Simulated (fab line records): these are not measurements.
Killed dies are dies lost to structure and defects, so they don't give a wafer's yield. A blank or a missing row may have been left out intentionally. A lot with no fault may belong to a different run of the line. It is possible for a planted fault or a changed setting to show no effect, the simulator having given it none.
Lot-split experiment :: flow sky130 :: 23 wafers read across 5 lots, on a route 708 steps long

## THE SPLIT
At SKY_NWELL_COAT_05 (resist thk 3000 nm), the setting resist_thk_nm was moved away from the recipe's 3000 nm on 9 of the 23 wafers read, by -3.9% to +3.1%. All remaining wafers had this setting at the recipe value.

The split's own step is where the reading is taken.

## THE READING
coat_of_NWELL_COAT_05.thk_nm (the simulator's own value, which no gauge read), in nm, at SKY_NWELL_COAT_05 (resist thk 3000 nm). There is no usual value for it anywhere in the file. Average 2999 nm, standard deviation 9.6 nm, over the 14 wafers here run with the recipe.

wafer: L075.1
tool, chamber at the split: litho_track-03, 0
resist_thk_nm as run, nm: 3000
against the recipe: recipe
coat_of_NWELL_COAT_05.thk_nm, nm: 2982
against lot-mates on the recipe: -

wafer: L075.2
tool, chamber at the split: litho_track-03, 0
resist_thk_nm as run, nm: 3000
against the recipe: recipe
coat_of_NWELL_COAT_05.thk_nm, nm: 2987
against lot-mates on the recipe: -

wafer: L075.3
tool, chamber at the split: litho_track-03, 0
resist_thk_nm as run, nm: 2883
against the recipe: -3.9%
coat_of_NWELL_COAT_05.thk_nm, nm: 2873
against lot-mates on the recipe: -112

wafer: L075.4
tool, chamber at the split: litho_track-03, 0
resist_thk_nm as run, nm: 2883
against the recipe: -3.9%
coat_of_NWELL_COAT_05.thk_nm, nm: 2872
against lot-mates on the recipe: -112

wafer: L075.6
tool, chamber at the split: litho_track-03, 0
resist_thk_nm as run, nm: 2883
against the recipe: -3.9%
coat_of_NWELL_COAT_05.thk_nm, nm: 2866
against lot-mates on the recipe: -118

wafer: L078.1
tool, chamber at the split: litho_track-04, 0
resist_thk_nm as run, nm: 3000
against the recipe: recipe
coat_of_NWELL_COAT_05.thk_nm, nm: 2994
against lot-mates on the recipe: -

wafer: L078.2
tool, chamber at the split: litho_track-04, 0
resist_thk_nm as run, nm: 3093
against the recipe: +3.1%
coat_of_NWELL_COAT_05.thk_nm, nm: 3081
against lot-mates on the recipe: +89

wafer: L078.3
tool, chamber at the split: litho_track-04, 0
resist_thk_nm as run, nm: 3000
against the recipe: recipe
coat_of_NWELL_COAT_05.thk_nm, nm: 2988
against lot-mates on the recipe: -

wafer: L078.4
tool, chamber at the split: litho_track-04, 0
resist_thk_nm as run, nm: 3000
against the recipe: recipe
coat_of_NWELL_COAT_05.thk_nm, nm: 2995
against lot-mates on the recipe: -

wafer: L078.6
tool, chamber at the split: litho_track-04, 0
resist_thk_nm as run, nm: 3093
against the recipe: +3.1%
coat_of_NWELL_COAT_05.thk_nm, nm: 3086
against lot-mates on the recipe: +94

wafer: L079.2
tool, chamber at the split: litho_track-02, 0
resist_thk_nm as run, nm: 3077
against the recipe: +2.6%
coat_of_NWELL_COAT_05.thk_nm, nm: 3070
against lot-mates on the recipe: +68

wafer: L079.3
tool, chamber at the split: litho_track-02, 0
resist_thk_nm as run, nm: 3000
against the recipe: recipe
coat_of_NWELL_COAT_05.thk_nm, nm: 3004
against lot-mates on the recipe: -

wafer: L079.4
tool, chamber at the split: litho_track-02, 0
resist_thk_nm as run, nm: 3000
against the recipe: recipe
coat_of_NWELL_COAT_05.thk_nm, nm: 3000
against lot-mates on the recipe: -

wafer: L079.5
tool, chamber at the split: litho_track-02, 0
resist_thk_nm as run, nm: 3077
against the recipe: +2.6%
coat_of_NWELL_COAT_05.thk_nm, nm: 3078
against lot-mates on the recipe: +76

wafer: L079.6
tool, chamber at the split: litho_track-02, 0
resist_thk_nm as run, nm: 3000
against the recipe: recipe
coat_of_NWELL_COAT_05.thk_nm, nm: 3003
against lot-mates on the recipe: -

wafer: L080.1
tool, chamber at the split: litho_track-04, 0
resist_thk_nm as run, nm: 3000
against the recipe: recipe
coat_of_NWELL_COAT_05.thk_nm, nm: 3008
against lot-mates on the recipe: -

wafer: L080.5
tool, chamber at the split: litho_track-04, 0
resist_thk_nm as run, nm: 3000
against the recipe: recipe
coat_of_NWELL_COAT_05.thk_nm, nm: 3021
against lot-mates on the recipe: -

wafer: L080.6
tool, chamber at the split: litho_track-04, 0
resist_thk_nm as run, nm: 3000
against the recipe: recipe
coat_of_NWELL_COAT_05.thk_nm, nm: 2997
against lot-mates on the recipe: -

wafer: L081.1
tool, chamber at the split: litho_track-04, 0
resist_thk_nm as run, nm: 3000
against the recipe: recipe
coat_of_NWELL_COAT_05.thk_nm, nm: 3002
against lot-mates on the recipe: -

wafer: L081.2
tool, chamber at the split: litho_track-04, 0
resist_thk_nm as run, nm: 3000
against the recipe: recipe
coat_of_NWELL_COAT_05.thk_nm, nm: 3008
against lot-mates on the recipe: -

wafer: L081.4
tool, chamber at the split: litho_track-04, 0
resist_thk_nm as run, nm: 2907
against the recipe: -3.1%
coat_of_NWELL_COAT_05.thk_nm, nm: 2905
against lot-mates on the recipe: -98

wafer: L081.5
tool, chamber at the split: litho_track-04, 0
resist_thk_nm as run, nm: 3000
against the recipe: recipe
coat_of_NWELL_COAT_05.thk_nm, nm: 3000
against lot-mates on the recipe: -

wafer: L081.6
tool, chamber at the split: litho_track-04, 0
resist_thk_nm as run, nm: 2907
against the recipe: -3.1%
coat_of_NWELL_COAT_05.thk_nm, nm: 2904
against lot-mates on the recipe: -99

THE FIT
A straight line over all 23 wafers: coat_of_NWELL_COAT_05.thk_nm changes by +30.7 nm for each +1% of resist_thk_nm; r = +0.99; the points scatter about the line by 9.1 nm.
The same after taking each lot's own level away (the mean of its wafers on the recipe; 23 wafers): +29.6 nm for each +1%; r = +1.00; scatter 5.2 nm.
According to that fit, moving resist_thk_nm by its largest amount changes the reading by 1.2e+02 nm.
The lots' own levels span 2984.5 to 3008.7 nm, that is 2.5 times the standard deviation above.
The two slopes are in agreement: the lot-to-lot level therefore moves the slope only a little.
Check: for one of the wafers moved furthest among these (-3.9%), held out of the fit, the line's prediction against its lot-mates is -117 nm. It came out at -112 nm against them.

## ADDITIONAL SPLITS CARRIED BY THESE WAFERS
Before the reading, these wafers also passed through other splits. Each is held against what the fit with the lots' levels taken away leaves over:
other split on the same wafers: SKY_FIELD_ISO_OXIDATION_01 temp_c
wafers away from the commonest value: 18
r with coat_of_NWELL_COAT_05.thk_nm (lot level and that fit taken away): +0.13

other split on the same wafers: SKY_FIELD_ISO_ETCH_14 time_s
wafers away from the commonest value: 11
r with coat_of_NWELL_COAT_05.thk_nm (lot level and that fit taken away): -0.26

other split on the same wafers: SKY_PWDE_IMPLANT_08 energy_kev
wafers away from the commonest value: 9
r with coat_of_NWELL_COAT_05.thk_nm (lot level and that fit taken away): -0.22

## THE WHOLE CHAIN: every reading that the file lists as answering this split, in the file's order
step: SKY_NWELL_COAT_05
what it does: resist thk 3000 nm
reading: coat_of_NWELL_COAT_05.thk_nm (the simulator's own value, which no gauge read)
change (the file's fit): +29.7 nm for each +1% of the setting
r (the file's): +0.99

step: SKY_NWELL_STRIP_14
what it does: strips in O2/N2
reading: strip_time_to_endpoint_s
change (the file's fit): withheld for each +1% of the setting
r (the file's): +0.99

## THE FILE'S OWN FIT
coat_of_NWELL_COAT_05.thk_nm changes by +29.7 nm for each +1% of resist_thk_nm, r = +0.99.
